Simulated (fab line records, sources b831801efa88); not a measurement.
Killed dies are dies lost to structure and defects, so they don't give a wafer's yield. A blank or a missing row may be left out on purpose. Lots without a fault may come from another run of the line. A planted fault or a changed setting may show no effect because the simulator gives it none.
One fault seen from 2 desks | flow gf180mcu | each desk has only its own numbers; what lay behind them comes last

THE METROLOGY DESK
What the gauges read, lot by lot, whatever tool the lot ran on: means of the sampled wafers that have a number. A lot is out of limits, marked OUT, if its mean lies more than 4 standard deviations from the usual mean; the brackets give that distance.
Columns: A = STI_CVD_03_THK at GF_STI_THK_MEAS_04, usual 207.8 nm; B = V4_BOW at GF_V4_BOW_MEAS_05, usual 134 um
lot  | first seen here | A     | B
L833 | day 1 18:34     | 207.2 | 133
L836 | day 2 11:40     | 211.0 | 142
L837 | day 2 14:34     | 209.7 | 138
L839 | day 3 00:41     | 209.6 | 136
L840 | day 3 07:14     | 206.2 | 141
L842 | day 3 15:50     | 204.6 | 131
L844 | day 4 01:35     | 206.4 | 123
L845 | day 4 07:38     | 207.7 | 130
L846 | day 4 13:31     | 206.2 | 117
L849 | day 5 03:33     | 205.9 | 132
L852 | day 5 18:20     | 208.3 | 129
L854 | day 6 04:31     | 209.0 | 125
L855 | day 6 08:34     | 210.1 | 128
This desk's finding: nothing out of limits on any of the 13 lots.

THE TOOL OWNER'S DESK: litho_track-01
The tool's own readings at GF_M1_SOFTBAKE_10 (time 60 s): means of the sampled wafers that have a number, for each lot that ran on this tool. A lot is out of limits, marked OUT, if its mean lies more than 4 standard deviations from the usual mean; the brackets give that distance.
Columns: A = chill_plate_temp_C at GF_M1_SOFTBAKE_10, usual 23.00 C; B = run_length_s at GF_M1_SOFTBAKE_10, usual 89.24 s
lot  | first seen here | A     | B
L839 | day 19 05:48    | 23.06 | 89.40
L844 | day 21 04:48    | 22.96 | 93.36 (+16) OUT
L845 | day 21 12:43    | 23.01 | 93.46 (+16) OUT
This desk's finding: out of limits on L844, L845; first on L844, day 21 04:48 (run_length_s at GF_M1_SOFTBAKE_10). In limits: L839.

PUT TOGETHER
The tool owner's desk could have raised an alarm at day 21 04:48, on L844, L845.
The metrology desk saw nothing out of limits.
The metrology desk has L844, L845 on record, within its limits.
Of the lots named, all ran GF_M1_SOFTBAKE_10 on litho_track-01.

WHAT THE SIMULATOR HAD PUT IN
Process parameter drift: litho_track-01, from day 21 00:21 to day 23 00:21, at GF_M1_SOFTBAKE_10. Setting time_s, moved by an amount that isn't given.
Lots struck among those shown: L844, L845.
Hours from the fault's start to each desk's first reading out of limits: the tool owner's desk, 4.
